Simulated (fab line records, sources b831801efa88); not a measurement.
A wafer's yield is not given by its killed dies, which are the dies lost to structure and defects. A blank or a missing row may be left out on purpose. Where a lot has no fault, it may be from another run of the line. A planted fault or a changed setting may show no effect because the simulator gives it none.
8D (eight disciplines) problem report, filled in by code ; flow gf180mcu ; the parts of the form that need people (team, actions taken, sign-off) are left out

== 1. PROBLEM STATEMENT ==
Wafers free of any fault read 3156 (standard deviation 30) for PSD_TW at GF_PSD_TW_MEAS_11, against a mean of 3518 on 6 wafers of 2 lots. That puts it +12 standard deviations away from the usual mean.
First seen on wafer L302.1, day 19 04:57, on filmMetro-01. The record holds 33 wafers of 11 lots with a number at this step. By rule, "out" or "out of limits" means more than 4 standard deviations away from the usual mean. Any other wafer with a number is counted as sound.

== 2. WHAT IT IS, AND WHAT IT ISN'T ==
question;is;is not
which readings at this step;PSD_TW;-
which lots;L302, L303;L288, L294, L295, L296, L298, L299, L300, L304, L310
which wafers of those lots;all that have a number;-
read on which gauges;filmMetro-01, filmMetro-03;filmMetro-02
when;from day 19 04:57;"up to then (21 sound wafers); but 6 sound wafers of L304, L310 came after"

== 3. THE SUSPECTS, EACH WITH WHAT RULES IT OUT ==
Counting: any tool at a process step up to the reading is kept as a suspect provided that every lot that is out went through it and no sound lot did after the first of them.
- ruled out: the gauge at GF_PSD_TW_MEAS_11. 2 gauges (filmMetro-01, filmMetro-03) read the wafers that are out.
- implanter-04 at GF_PSD_IMPLANT_09: kept. All lots that are out passed through it, beginning with L302 at day 19 04:42, and no sound lot followed; its final sound lot before that point was L300 at day 18 16:05. Its own beamOnS, doseIonsCm2, faradayCurrentUA readings are out on those wafers.
- plasmaAsher-02 at GF_PSD_STRIP_10 (strips in O2/N2): kept. All lots that are out passed through it, beginning with L302 at day 19 04:51, and no sound lot followed; its final sound lot before that point was L300 at day 18 16:13. Its own oesProductAu, stripTimeToEndpointS readings are out on those wafers.
Remaining after the count are implanter-04 at GF_PSD_IMPLANT_09 and plasmaAsher-02 at GF_PSD_STRIP_10.

== 4. THE CAUSE (what the simulator had put in) ==
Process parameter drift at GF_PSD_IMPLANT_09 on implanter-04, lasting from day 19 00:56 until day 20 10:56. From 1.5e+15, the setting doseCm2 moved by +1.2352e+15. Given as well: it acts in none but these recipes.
After counting, 2 suspects remain, this tool included.

== 5. THE EFFECT CHAIN, in route order ==
Rows list readings where the struck wafers' mean (over those with a number) sits beyond 3 standard deviations from the usual. Only readings for which the record gives a usual standard deviation are gone through. hours: the time from each lot's start at the first step in this table that gives one to its start at this step, as a median over the lots. sigmas: the change in usual standard deviations.
hours;step;reading;usual;on struck wafers;change;sigmas
0;GF_PSD_IMPLANT_09;beamOnS;10.02 s;15.61;+5.59;+27
0;GF_PSD_IMPLANT_09;doseIonsCm2;1.4999e+15;2.7360e+15;+1.2362e+15;+99 or more
0;GF_PSD_IMPLANT_09;faradayCurrentUA;8235;9640;+1405;+8.3
0;GF_PSD_STRIP_10;oesProductAu;0.593 a.u.;0.551;-0.042;-9.3
0;GF_PSD_STRIP_10;stripTimeToEndpointS;16.52 s;18.55;+2.03;+55
0;GF_PSD_TW_MEAS_11;PSD_TW;3156;3518;+362;+12
1;GF_PSD_RS_MEAS_15;PSD_RS;108.63 ohm/sq;99.03;-9.60;-33
Its process steps:
- GF_PSD_IMPLANT_09
- GF_PSD_STRIP_10: strips in O2/N2.
Later steps that measure or inspect, where all struck wafers having a row at the step show a number for every such reading and not one has moved that far: GF_M1_CD_MEAS_14, GF_V1_THK_MEAS_03.

== 6. HOW IT WOULD HAVE BEEN CAUGHT EARLIER ==
The first out-of-limits reading at a measuring or inspecting step in this record came at day 19 04:57, 4 hours after the fault's start at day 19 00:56.
Tool's own readings at GF_PSD_IMPLANT_09, beamOnS, doseIonsCm2, faradayCurrentUA: out on all struck wafers the step has rows for; an alarm limit on them would have tripped on the first.
L303, from the lots that are out (2), started GF_PSD_IMPLANT_09 on implanter-04 later than day 19 04:57. Putting the tool on hold at that point would have spared it.
